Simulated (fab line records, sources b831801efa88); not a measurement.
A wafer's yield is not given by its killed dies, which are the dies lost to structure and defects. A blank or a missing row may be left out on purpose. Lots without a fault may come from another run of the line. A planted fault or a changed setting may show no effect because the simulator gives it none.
One fault seen from 2 desks || flow sky130 || numbers are kept per desk, each desk with only its own; the story behind them comes last

TOOL OWNER'S DESK, furnace-01
The tool's own readings at SKY_GATE_OXIDE_OXIDATION_01 (stabilise 600 s, purge 300 s, target thk 10.268 nm): means of the sampled wafers that have a number, for each lot that ran on this tool. The brackets show how far a lot's mean lies from the usual mean; more than 4 standard deviations puts the lot out of limits, marked OUT.
Columns: A = spike-tc-bottom-C at SKY_GATE_OXIDE_OXIDATION_01, usual 915.9 C; B = spike-tc-centre-C at SKY_GATE_OXIDE_OXIDATION_01, usual 900.9 C; C = spike-tc-lower-C at SKY_GATE_OXIDE_OXIDATION_01, usual 900.8 C; D = spike-tc-upper-C at SKY_GATE_OXIDE_OXIDATION_01, usual 898.7 C; E = tube-center-temp-C at SKY_GATE_OXIDE_OXIDATION_01, usual 900 C; F = tube_center_temp_C_max at SKY_GATE_OXIDE_OXIDATION_01, usual 902.3
{"lot": "L553", "first seen here": "day 13 01:01", "A": 915.2, "B": 900.9, "C": 899.5, "D": 899.8, "E": 900, "F": 902.5}
{"lot": "L554", "first seen here": "day 13 09:15", "A": 914.3, "B": 901.3, "C": 900.8, "D": 898.1, "E": 900, "F": 902.0}
{"lot": "L557", "first seen here": "day 14 18:20", "A": 913.7, "B": 900.8, "C": 901.0, "D": 899.1, "E": 900, "F": 902.3}
{"lot": "L558", "first seen here": "day 14 18:20", "A": 915.2, "B": 901.4, "C": 901.1, "D": 898.6, "E": 900, "F": 902.1}
{"lot": "L559", "first seen here": "day 15 16:38", "A": 914.2, "B": 901.6, "C": 900.4, "D": 898.5, "E": 900, "F": 902.5}
{"lot": "L561", "first seen here": "day 16 00:59", "A": 914.0, "B": 901.6, "C": 900.3, "D": 898.1, "E": 900, "F": 902.7}
{"lot": "L563", "first seen here": "day 17 00:41", "A": 914.8, "B": 900.7, "C": 900.6, "D": 898.6, "E": 900, "F": 902.8}
{"lot": "L567", "first seen here": "day 18 06:28", "A": 908.6, "B": "896.5 (-4.0) OUT", "C": "895.2 (-5.1) OUT", "D": "894.0 (-4.7) OUT", "E": "895 (-64) OUT", "F": "897.3 (-13) OUT"}
{"lot": "L568", "first seen here": "day 18 12:05", "A": 908.9, "B": "895.0 (-5.3) OUT", "C": "896.3 (-4.1) OUT", "D": "893.7 (-5.0) OUT", "E": "895 (-64) OUT", "F": "897.3 (-12) OUT"}
This desk finds L567, L568 out of limits, L567 being first, at day 18 06:28 (spike-tc-centre-C at SKY_GATE_OXIDE_OXIDATION_01). In limits: L553, L554, L557, L558, L559, L561, L563.

AT THE METROLOGY DESK
What the gauges read for every lot (on any tool): the sampled wafers with a number, averaged. The brackets show how far a lot's mean lies from the usual mean; more than 4 standard deviations puts the lot out of limits, marked OUT.
Columns: A = VT_ADJUST_NCORE_OVL at SKY_VT_ADJUST_NCORE_OVL_MEAS_08, usual -0.5 nm; B = VT_ADJUST_HVTR_OVL at SKY_VT_ADJUST_HVTR_OVL_MEAS_08, usual -1.2 nm; C = GATE_OXIDE_OXIDATION_00_THK at SKY_GATE_OXIDE_THK_MEAS_02, usual 10.21 nm; D = POLY_GATE_TW at SKY_RES_PROTECT_TW_MEAS_08, usual 4023
{"lot": "L553", "first seen here": "day 8 20:50", "A": -1.0, "B": -1.4, "C": 10.22, "D": 4013}
{"lot": "L554", "first seen here": "day 9 03:26", "A": -0.6, "B": -1.1, "C": 10.40, "D": 4006}
{"lot": "L557", "first seen here": "day 10 05:17", "A": -1.1, "B": 0.4, "C": 10.40, "D": 4084}
{"lot": "L558", "first seen here": "day 10 07:55", "A": -2.2, "B": -1.0, "C": 9.93, "D": 3976}
{"lot": "L559", "first seen here": "day 10 22:01", "A": -0.5, "B": -1.3, "C": 10.28, "D": 4032}
{"lot": "L561", "first seen here": "day 11 04:46", "A": -0.7, "B": -1.6, "C": 10.16, "D": 4054}
{"lot": "L563", "first seen here": "day 11 23:29", "A": -0.6, "B": -2.3, "C": 10.25, "D": 4016}
{"lot": "L567", "first seen here": "day 13 03:58", "A": -0.8, "B": 0.1, "C": "9.42 (-4.1) OUT", "D": 4019}
{"lot": "L568", "first seen here": "day 13 10:13", "A": -0.5, "B": -1.4, "C": 9.82, "D": 4001}
{"lot": "L571", "first seen here": "day 14 09:10", "A": -0.0, "B": -3.6, "C": 10.21, "D": 4000}
{"lot": "L574", "first seen here": "day 15 06:41", "A": 1.3, "B": -1.6, "C": 10.22, "D": 3996}
{"lot": "L575", "first seen here": "day 15 14:38", "A": -2.0, "B": -0.7, "C": 10.23, "D": 4072}
This desk reports L567 out of limits; the earliest was L567 at day 18 07:53 (GATE_OXIDE_OXIDATION_00_THK at SKY_GATE_OXIDE_THK_MEAS_02). In limits: L553, L554, L557, L558, L559, L561, L563, L568, L571, L574, L575.

PUT TOGETHER
At day 18 06:28, on L567, L568, the tool owner's desk was in a position to raise an alarm.
At day 18 07:53 the metrology desk could have sounded an alarm, on L567.
The metrology desk has L568 on record, within its limits.
The lots listed all ran SKY_GATE_OXIDE_OXIDATION_01 on furnace-01.

WHAT THE SIMULATOR HAD INSERTED
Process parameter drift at SKY_GATE_OXIDE_OXIDATION_01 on furnace-01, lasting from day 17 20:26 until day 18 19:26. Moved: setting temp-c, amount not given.
Shown lots that were struck: L567, L568.
Hours from the fault's start to each desk's first reading out of limits: the tool owner's desk, 10; the metrology desk, 11.
